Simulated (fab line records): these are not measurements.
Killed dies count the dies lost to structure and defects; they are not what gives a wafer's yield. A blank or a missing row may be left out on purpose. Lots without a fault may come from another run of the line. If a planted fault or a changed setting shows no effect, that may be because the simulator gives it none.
fab line records + flow sfq_line
[record]
- lots = 6
- wafers = 18
- last_day = 90
route steps=325 shown I5@235 C5@240
lots that met no fault: from a run of the same line without faults
start_h: start of the lot's first displayed wafer, in hours after the record's first day + wait_h: hours since the lot's step before + " repeats the value in the row above + L1.1+2: several wafers, shown together as one row + - no value, or no start given + * or withheld: withheld + < > ~ a bound
route shown NAME@n: NAME is a module with steps in the file, n the number in the route of the first one + usual: the fault-free wafers' mean and standard deviation + same: alike in all rows + chamber/n: place in a boat + sites: each site's reading + _std_site: the values' standard deviation + _edge_site: outer sites' mean less inner sites' + radius_mm: how far each site lies from the wafer's centre + mask NAME#n: copy n + behind: the tool/chamber that last shaped the wafer + hold: what put the lot on hold/how long, in hours/how the hold closed + device: which transistor (n, p or np) failed to switch + end of line: the route-end tests of the same wafers + for a step that has no rows: nothing shown but its recipe + killed: dies that structure and defects cost at the first sort, which is not the same as the wafer's yield + map: a wafer's dies, marking killed ones x, the rest . and places with no die _
set.NAME: the setting the step ran with; set.NAME@STEP: the setting that earlier step ran with + model.NAME: the simulator's own value behind a step, which no gauge read
lots at selected steps of the route; one table per step, one row per wafer
services: from which hour (start_h, from the record's first day; less than 0 if before it) a tool's chamber was out of use, for how many hours, and why
[[steps]]
[step SFQ_I5_OVL_MEAS_936]
[usual]
- I5_OVL = -2/5.4
| lot.wafer | tool       | chamber | start_h | wait_h | I5_OVL[nm] |
|-----------|------------|---------|---------|--------|------------|
| L170.1    | overlay-01 | -       | 1589.63 | 0.1    | -1         |
| L170.2    | "          | -       | "       | "      | 0          |
| L170.4    | "          | -       | "       | "      | 1          |
| L175.1    | overlay-02 | -       | 1617.36 | 0.1    | 0          |
| L175.2    | "          | -       | "       | "      | 11         |
| L175.3    | "          | -       | "       | "      | 4          |
| L176.1    | overlay-02 | -       | 1623.36 | 0.1    | 1          |
| L176.3    | "          | -       | "       | "      | 4          |
| L176.5    | "          | -       | "       | "      | -4         |
| L178.2    | overlay-02 | -       | 1629.36 | 0.1    | -8         |
| L178.3    | "          | -       | "       | "      | -4         |
| L178.6    | "          | -       | "       | "      | -7         |
| L179.2    | overlay-02 | -       | 1631.76 | 0.1    | -1         |
| L179.3    | "          | -       | "       | "      | -2         |
| L179.5    | "          | -       | "       | "      | 4          |
| L180.3    | overlay-02 | -       | 1635.37 | 0.1    | 3          |
| L180.4    | "          | -       | "       | "      | 7          |
| L180.5    | "          | -       | "       | "      | 10         |
[step SFQ_TRILAYER_I5_BARC_OPEN_VIA_ETCH_200]
[recipe]
- mask_material = PR
- chemistry = O2
- target_depth_nm = 125
- target = BARC
- source_w = 500
- bias_w = 80
- pressure_mtorr = 30
- time_s = 41.7
[usual]
- drypump_motor_current_A = 5.7/0.36
- oes_product_au = 0.686/0.0044
| lot.wafer | tool        | chamber | start_h | wait_h | drypump_motor_current_A | oes_product_au | rf_hours_counter_h |
|-----------|-------------|---------|---------|--------|-------------------------|----------------|--------------------|
| L170.1    | rie_diel-01 | 1       | 1589.67 | 0.0    | 5.8                     | 0.693          | 1                  |
| L170.2    | "           | 0       | "       | "      | 5.4                     | 0.676          | 18                 |
| L170.4    | "           | 3       | "       | "      | 5.2                     | 0.692          | 2                  |
| L175.1    | rie_diel-03 | 0       | 1617.39 | 0.0    | 5.3                     | 0.678          | 9                  |
| L175.2    | "           | 2       | "       | "      | 6.2                     | 0.689          | 21                 |
| L175.3    | "           | 1       | "       | "      | 5.7                     | 0.680          | 9                  |
| L176.1    | rie_diel-03 | 0       | 1623.39 | 0.0    | 5.3                     | 0.682          | 9                  |
| L176.3    | "           | 2       | "       | "      | 6.1                     | 0.682          | 21                 |
| L176.5    | "           | 1       | "       | "      | 5.7                     | 0.690          | -                  |
| L178.2    | rie_diel-04 | 3       | 1629.39 | 0.0    | 6.2                     | 0.692          | 1                  |
| L178.3    | "           | 1       | "       | "      | 5.7                     | 0.685          | 21                 |
| L178.6    | "           | 2       | "       | "      | 6.0                     | 0.692          | -                  |
| L179.2    | rie_diel-01 | 0       | 1631.79 | 0.0    | 5.4                     | 0.681          | 19                 |
| L179.3    | "           | 3       | "       | "      | 5.1                     | 0.687          | 3                  |
| L179.5    | "           | 0       | "       | "      | 5.4                     | 0.690          | -                  |
| L180.3    | rie_diel-01 | 2       | 1635.39 | 0.0    | 6.0                     | 0.687          | 16                 |
| L180.4    | "           | 3       | "       | "      | 5.2                     | 0.684          | -                  |
| L180.5    | "           | 0       | "       | "      | 5.4                     | 0.687          | -                  |
[step SFQ_TRILAYER_I5_ETCH_VIA_ETCH_147]
[recipe]
- stop_on = Nb
- mask_material = PR
- chemistry = CHF3
- target_depth_nm = 360
- source_w = 500
- bias_w = 80
- pressure_mtorr = 30
- time_s = withheld
[usual]
- drypump_motor_current_A = 5.7/0.36
- oes_product_au = 0.992/0.0051
| lot.wafer | tool        | chamber | start_h | wait_h | drypump_motor_current_A | oes_product_au |
|-----------|-------------|---------|---------|--------|-------------------------|----------------|
| L170.1    | rie_diel-01 | 1       | 1589.71 | 0.0    | 5.8                     | 1.001          |
| L170.2    | "           | 0       | "       | "      | 5.4                     | 0.993          |
| L170.4    | "           | 3       | "       | "      | 5.2                     | 0.999          |
| L175.1    | rie_diel-03 | 0       | 1617.43 | 0.0    | 5.3                     | 0.989          |
| L175.2    | "           | 2       | "       | "      | 6.2                     | 1.001          |
| L175.3    | "           | 1       | "       | "      | 5.7                     | 0.997          |
| L176.1    | rie_diel-03 | 0       | 1623.43 | 0.0    | 5.3                     | 0.998          |
| L176.3    | "           | 2       | "       | "      | 6.2                     | 0.990          |
| L176.5    | "           | 1       | "       | "      | 5.7                     | 0.997          |
| L178.2    | rie_diel-04 | 3       | 1629.43 | 0.0    | 6.2                     | 0.995          |
| L178.3    | "           | 1       | "       | "      | 5.7                     | 0.990          |
| L178.6    | "           | 2       | "       | "      | 6.0                     | 0.985          |
| L179.2    | rie_diel-01 | 0       | 1631.83 | 0.0    | 5.4                     | 0.994          |
| L179.3    | "           | 3       | "       | "      | 5.1                     | 0.987          |
| L179.5    | "           | 0       | "       | "      | 5.4                     | 0.997          |
| L180.3    | rie_diel-01 | 2       | 1635.43 | 0.0    | 6.0                     | 0.989          |
| L180.4    | "           | 3       | "       | "      | 5.1                     | 0.989          |
| L180.5    | "           | 0       | "       | "      | 5.4                     | 0.999          |
[step SFQ_TRILAYER_I5_STRIP_STRIP_148]
[recipe]
- gas = O2
- power_w = 200
- platen_temp_c = 40
- overash_fraction = 0.65
- chemistry = O2
- pressure_mtorr = 50
[usual]
- drypump_motor_current_A = 5.6/0.58
- oes_product_au = 1.002/0.0094
- platen_temp_c = 39.99/0.12
| lot.wafer | tool         | chamber | start_h | wait_h | drypump_motor_current_A | oes_product_au | platen_temp_c | rf_hours_counter_h |
|-----------|--------------|---------|---------|--------|-------------------------|----------------|---------------|--------------------|
| L170.1    | rie_metal-01 | 0       | 1589.86 | -      | 5.1                     | 0.994          | 39.78         | 31                 |
| L170.2    | "            | 1       | "       | "      | 6.6                     | 1.012          | 40.18         | 7                  |
| L170.4    | "            | 1       | "       | "      | 6.7                     | 1.002          | 40.10         | -                  |
| L175.1    | rie_metal-02 | 0       | 1617.58 | -      | 5.0                     | 0.998          | 39.97         | 44                 |
| L175.2    | "            | 1       | "       | "      | 5.7                     | 0.996          | 40.11         | 12                 |
| L175.3    | "            | 0       | "       | "      | 5.0                     | 1.001          | 40.01         | -                  |
| L176.1    | rie_metal-02 | 0       | 1623.58 | -      | 5.0                     | 0.985          | 39.94         | 44                 |
| L176.3    | "            | 0       | "       | "      | 5.0                     | 0.994          | 40.18         | -                  |
| L176.5    | "            | 0       | "       | "      | 5.0                     | 0.995          | 40.03         | -                  |
| L178.2    | rie_metal-04 | 0       | 1629.58 | -      | 5.7                     | 1.011          | 39.89         | 8                  |
| L178.3    | "            | 1       | "       | "      | 5.9                     | 1.000          | 40.12         | -                  |
| L178.6    | "            | 0       | "       | "      | 5.7                     | 1.012          | 39.95         | -                  |
| L179.2    | rie_metal-02 | 1       | 1631.98 | -      | 5.7                     | 1.003          | 40.12         | 14                 |
| L179.3    | "            | 1       | "       | "      | 5.7                     | 0.983          | 39.99         | -                  |
| L179.5    | "            | 1       | "       | "      | 5.7                     | 0.988          | 39.99         | -                  |
| L180.3    | rie_metal-02 | 0       | 1635.78 | -      | 5.0                     | 0.991          | 39.99         | -                  |
| L180.4    | "            | 1       | "       | "      | 5.7                     | 0.999          | 39.77         | -                  |
| L180.5    | "            | 0       | "       | "      | 5.0                     | 1.010          | 40.09         | -                  |
[step SFQ_TRILAYER_I5_STRIP_SOLV_CLEAN_149]
[recipe]
- chemistry = NMP
- temp_c = 70
- time_s = 600
[step SFQ_TRILAYER_C5_LITHO_COAT_156]
[recipe]
- resist = BARC
- spin_rpm = 3000
- resist_thk_nm = 62
[step SFQ_TRILAYER_C5_LITHO_COAT_151]
[recipe]
- resist = KrF
- spin_rpm = 3000
- resist_thk_nm = 650
[step SFQ_TRILAYER_C5_LITHO_SOFTBAKE_155]
[recipe]
- temp_c = withheld
- time_s = withheld
- resist = KrF
[step SFQ_TRILAYER_C5_LITHO_EXPOSE_152]
[recipe]
- mask_id = C5
- na = 0.6
- source_shape = conventional
- sigma_outer = 0.65
- target_cd_nm = 500
- dose_mj = 21.3
[step SFQ_TRILAYER_C5_LITHO_PEB_154]
[recipe]
- peb_temp_c = 115
- peb_time_s = 60
- resist = KrF
[step SFQ_TRILAYER_C5_LITHO_DEVELOP_153]
[recipe]
- time_s = 60
- resist = KrF
[step SFQ_C5_OVL_MEAS_937]
[usual]
- C5_OVL = 4/4.9
| lot.wafer | tool       | chamber | start_h | wait_h | C5_OVL[nm] |
|-----------|------------|---------|---------|--------|------------|
| L170.1    | overlay-02 | -       | 1693.83 | 0.1    | 1          |
| L170.2    | "          | -       | "       | "      | 3          |
| L170.4    | "          | -       | "       | "      | -2         |
| L175.1    | overlay-02 | -       | 1719.71 | 0.1    | 1          |
| L175.2    | "          | -       | "       | "      | 5          |
| L175.3    | "          | -       | "       | "      | 1          |
| L176.1    | overlay-01 | -       | 1725.71 | 0.1    | 2          |
| L176.3    | "          | -       | "       | "      | 0          |
| L176.5    | "          | -       | "       | "      | 5          |
| L178.2    | overlay-02 | -       | 1736.90 | 0.1    | -2         |
| L178.3    | "          | -       | "       | "      | -9         |
| L178.6    | "          | -       | "       | "      | -6         |
| L179.2    | overlay-02 | -       | 1739.30 | 0.1    | 4          |
| L179.3    | "          | -       | "       | "      | -2         |
| L179.5    | "          | -       | "       | "      | 5          |
| L180.3    | overlay-02 | -       | 1742.90 | 0.1    | 1          |
| L180.4    | "          | -       | "       | "      | 5          |
| L180.5    | "          | -       | "       | "      | 0          |
[step SFQ_TRILAYER_C5_BARC_OPEN_VIA_ETCH_210]
[recipe]
- mask_material = PR
- chemistry = O2
- target_depth_nm = 125
- target = BARC
- source_w = 500
- bias_w = 80
- pressure_mtorr = 30
- time_s = 41.7
[usual]
- drypump_motor_current_A = 5.6/0.34
- oes_product_au = 0.685/0.0043
| lot.wafer | tool        | chamber | start_h | wait_h | drypump_motor_current_A | oes_product_au | rf_hours_counter_h | model.KrF_of_TRILAYER_C5_LITHO_COAT_151.thk_nm | model.SiO2_of_TRILAYER_A5C_DEP_PECVD_142.thk_nm |
|-----------|-------------|---------|---------|--------|-------------------------|----------------|--------------------|------------------------------------------------|-------------------------------------------------|
| L170.1    | rie_diel-03 | 2       | 1693.87 | 0.0    | 6.2                     | 0.680          | 0                  | 571.7                                          | 69.91                                           |
| L170.2    | "           | 1       | "       | "      | 5.7                     | 0.673          | 11                 | 571.3                                          | 70.06                                           |
| L170.4    | "           | 0       | "       | "      | 5.3                     | 0.682          | 10                 | 572.7                                          | 71.15                                           |
| L175.1    | rie_diel-01 | 0       | 1719.75 | 0.0    | 5.4                     | 0.683          | 20                 | 577                                            | 70.43                                           |
| L175.2    | "           | 2       | "       | "      | 6.0                     | 0.684          | 18                 | 577.6                                          | 70.93                                           |
| L175.3    | "           | 1       | "       | "      | 5.8                     | 0.687          | 3                  | 576.3                                          | 70.47                                           |
| L176.1    | rie_diel-01 | 1       | 1725.75 | 0.0    | 5.8                     | 0.690          | 3                  | 579                                            | 69.13                                           |
| L176.3    | "           | 3       | "       | "      | 5.2                     | 0.686          | 5                  | 582.5                                          | 70.23                                           |
| L176.5    | "           | 3       | "       | "      | 5.2                     | 0.689          | -                  | 549.8                                          | 70.05                                           |
| L178.2    | rie_diel-02 | 0       | 1736.93 | 0.0    | 5.5                     | 0.681          | 11                 | 576.2                                          | 68                                              |
| L178.3    | "           | 2       | "       | "      | 5.8                     | 0.687          | 8                  | 576                                            | 69.8                                            |
| L178.6    | "           | 0       | "       | "      | 5.5                     | 0.691          | -                  | 575.1                                          | 70.26                                           |
| L179.2    | rie_diel-01 | 2       | 1739.33 | 0.0    | 6.0                     | 0.694          | 18                 | 547.5                                          | 70.8                                            |
| L179.3    | "           | 1       | "       | "      | 5.8                     | 0.686          | 3                  | 578.6                                          | 70.19                                           |
| L179.5    | "           | 1       | "       | "      | 5.8                     | 0.688          | -                  | 547.4                                          | 70.23                                           |
| L180.3    | rie_diel-03 | 2       | 1742.93 | 0.0    | 6.2                     | 0.687          | 1                  | 573.7                                          | 68.04                                           |
| L180.4    | "           | 1       | "       | "      | 5.7                     | 0.683          | 11                 | 574                                            | 69.1                                            |
| L180.5    | "           | 0       | "       | "      | 5.3                     | 0.693          | -                  | 574.7                                          | 69.3                                            |
[step SFQ_TRILAYER_C5_ETCH_VIA_ETCH_154]
[recipe]
- target = SiO2
- mask_material = PR
- chemistry = CHF3
- target_depth_nm = 84
- source_w = 500
- bias_w = 80
- pressure_mtorr = 30
- time_s = withheld
- stop_on = Nb
[usual]
- drypump_motor_current_A = 5.6/0.34
- oes_product_au = 0.893/0.0073
| lot.wafer | tool        | chamber | start_h | wait_h | drypump_motor_current_A | oes_product_au | model.KrF_of_TRILAYER_C5_LITHO_COAT_151.thk_nm |
|-----------|-------------|---------|---------|--------|-------------------------|----------------|------------------------------------------------|
| L170.1    | rie_diel-03 | 2       | 1693.91 | 0.0    | 6.2                     | 0.898          | 557.1                                          |
| L170.2    | "           | 1       | "       | "      | 5.7                     | 0.895          | 556.7                                          |
| L170.4    | "           | 0       | "       | "      | 5.3                     | 0.907          | 558                                            |
| L175.1    | rie_diel-01 | 0       | 1719.79 | 0.0    | 5.4                     | 0.895          | 562.4                                          |
| L175.2    | "           | 2       | "       | "      | 6.0                     | 0.900          | 563                                            |
| L175.3    | "           | 1       | "       | "      | 5.8                     | 0.897          | 561.5                                          |
| L176.1    | rie_diel-01 | 1       | 1725.79 | 0.0    | 5.8                     | 0.887          | 564.5                                          |
| L176.3    | "           | 3       | "       | "      | 5.2                     | 0.904          | 568.4                                          |
| L176.5    | "           | 3       | "       | "      | 5.2                     | 0.894          | 535.6                                          |
| L178.2    | rie_diel-02 | 0       | 1736.97 | 0.0    | 5.6                     | 0.876          | 561.8                                          |
| L178.3    | "           | 2       | "       | "      | 5.8                     | 0.891          | 561.5                                          |
| L178.6    | "           | 0       | "       | "      | 5.5                     | 0.900          | 560.6                                          |
| L179.2    | rie_diel-01 | 2       | 1739.37 | 0.0    | 6.0                     | 0.904          | 532.8                                          |
| L179.3    | "           | 1       | "       | "      | 5.8                     | 0.896          | 564.1                                          |
| L179.5    | "           | 1       | "       | "      | 5.8                     | 0.897          | 532.8                                          |
| L180.3    | rie_diel-03 | 2       | 1742.97 | 0.0    | 6.2                     | 0.881          | 558.9                                          |
| L180.4    | "           | 1       | "       | "      | 5.7                     | 0.886          | 559.3                                          |
| L180.5    | "           | 0       | "       | "      | 5.3                     | 0.888          | 559.7                                          |
[step SFQ_TRILAYER_C5_STRIP_STRIP_155]
[recipe]
- gas = O2
- power_w = 200
- platen_temp_c = 40
- overash_fraction = 0.65
- chemistry = O2
- pressure_mtorr = 50
[usual]
- drypump_motor_current_A = 5.4/0.49
- oes_product_au = 1.000/0.008
- platen_temp_c = 40.00/0.12
| lot.wafer | tool         | chamber | start_h | wait_h | drypump_motor_current_A | oes_product_au | platen_temp_c | rf_hours_counter_h |
|-----------|--------------|---------|---------|--------|-------------------------|----------------|---------------|--------------------|
| L170.1    | rie_metal-03 | 0       | 1693.95 | -      | 5.1                     | 1.001          | 39.80         | 41                 |
| L170.2    | "            | 1       | "       | "      | 5.3                     | 0.987          | 40.27         | 22                 |
| L170.4    | "            | 1       | "       | "      | 5.2                     | 0.998          | 40.16         | -                  |
| L175.1    | rie_metal-03 | 0       | 1719.84 | -      | 5.1                     | 1.012          | 40.07         | 45                 |
| L175.2    | "            | 1       | "       | "      | 5.2                     | 0.997          | 39.81         | 26                 |
| L175.3    | "            | 1       | "       | "      | 5.3                     | 1.001          | 40.12         | -                  |
| L176.1    | rie_metal-02 | 0       | 1725.84 | -      | 5.0                     | 0.995          | 40.00         | 60                 |
| L176.3    | "            | 1       | "       | "      | 5.7                     | 1.003          | 39.94         | -                  |
| L176.5    | "            | 1       | "       | "      | 5.7                     | 0.993          | 40.00         | -                  |
| L178.2    | rie_metal-03 | 0       | 1737.01 | -      | 5.1                     | 1.013          | 39.95         | 48                 |
| L178.3    | "            | 0       | "       | "      | 5.1                     | 1.002          | 39.95         | -                  |
| L178.6    | "            | 1       | "       | "      | 5.2                     | 0.987          | 40.02         | -                  |
| L179.2    | rie_metal-02 | 0       | 1739.41 | -      | 5.0                     | 0.995          | 39.94         | 62                 |
| L179.3    | "            | 0       | "       | "      | 5.0                     | 0.999          | 39.90         | -                  |
| L179.5    | "            | 0       | "       | "      | 5.0                     | 1.010          | 40.00         | -                  |
| L180.3    | rie_metal-03 | 1       | 1743.21 | -      | 5.2                     | 0.993          | 40.02         | -                  |
| L180.4    | "            | 0       | "       | "      | 5.1                     | 1.010          | 39.87         | -                  |
| L180.5    | "            | 1       | "       | "      | 5.2                     | 0.993          | 40.19         | -                  |
[[services]]
| tool         | chamber | start_h | hours | kind           |
|--------------|---------|---------|-------|----------------|
| rie_diel-02  | 0       | 1591.17 | 1.3   | repair         |
| rie_diel-01  | 1       | 1591.68 | 10.2  | repair         |
| rie_diel-02  | -       | 1592.80 | 7.8   | repair         |
| rie_diel-01  | 1       | 1633.02 | 11.3  | repair         |
| rie_diel-03  | 0       | 1635.12 | 3.5   | repair         |
| rie_diel-03  | 0       | 1646.82 | 4.6   | repair         |
| rie_diel-02  | 1       | 1646.93 | 4.2   | repair         |
| rie_diel-03  | 2       | 1651.48 | -     | clean          |
| rie_diel-02  | 1       | 1658.90 | 7.3   | repair         |
| rie_diel-02  | 2       | 1661.22 | 7.3   | repair         |
| rie_diel-01  | -       | 1668.34 | 0.1   | repair         |
| rie_metal-04 | -       | 1698.29 | 0.4   | repair         |
| rie_diel-02  | 1       | 1707.95 | 6.9   | repair         |
| rie_metal-04 | 0       | 1708.97 | 1.4   | repair         |
| rie_metal-01 | 1       | 1712.24 | 18.4  | repair         |
| rie_metal-01 | 0       | 1713.43 | 13.7  | repair         |
| rie_diel-02  | -       | 1717.99 | 0.2   | repair         |
| rie_diel-01  | 3       | 1719.12 | 3.7   | repair         |
| rie_diel-02  | -       | 1724.37 | 2.8   | pm             |
| rie_diel-01  | 0       | 1726.16 | 2.3   | repair         |
| rie_diel-01  | 0       | 1728.48 | -     | clean          |
| rie_diel-01  | 0       | 1728.48 | 19.3  | scheduled_down |
| rie_diel-01  | 0       | 1728.48 | 19.3  | vent_cycle     |
| rie_diel-03  | 0       | 1735.10 | 2.8   | repair         |
[[key]]
first_sign none at tools or gauges
[model_effect]
- step = SFQ_TRILAYER_C5_BARC_OPEN_VIA_ETCH_210
- value = KrF_of_TRILAYER_C5_LITHO_COAT_151.thk_nm
- without = 579.7
- struck = 548.2
[model_effect]
- step = SFQ_TRILAYER_C5_ETCH_VIA_ETCH_154
- value = KrF_of_TRILAYER_C5_LITHO_COAT_151.thk_nm
- without = 565.2
- struck = 533.8
met_at SFQ_TRILAYER_C5_BARC_OPEN_VIA_ETCH_210
struck_wafers L176.5,L179.2,L179.5
onset_between 1719.75 1725.75
[fault]
- kind = process_parameter_drift
- tool = rie_diel-01
- chamber = -
- onset_h = 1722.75
- steps = SFQ_TRILAYER_C5_BARC_OPEN_VIA_ETCH_210
- channel = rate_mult
- offset = 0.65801
- shape = step
- end_h = 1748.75
- scope = struck_wafers_only
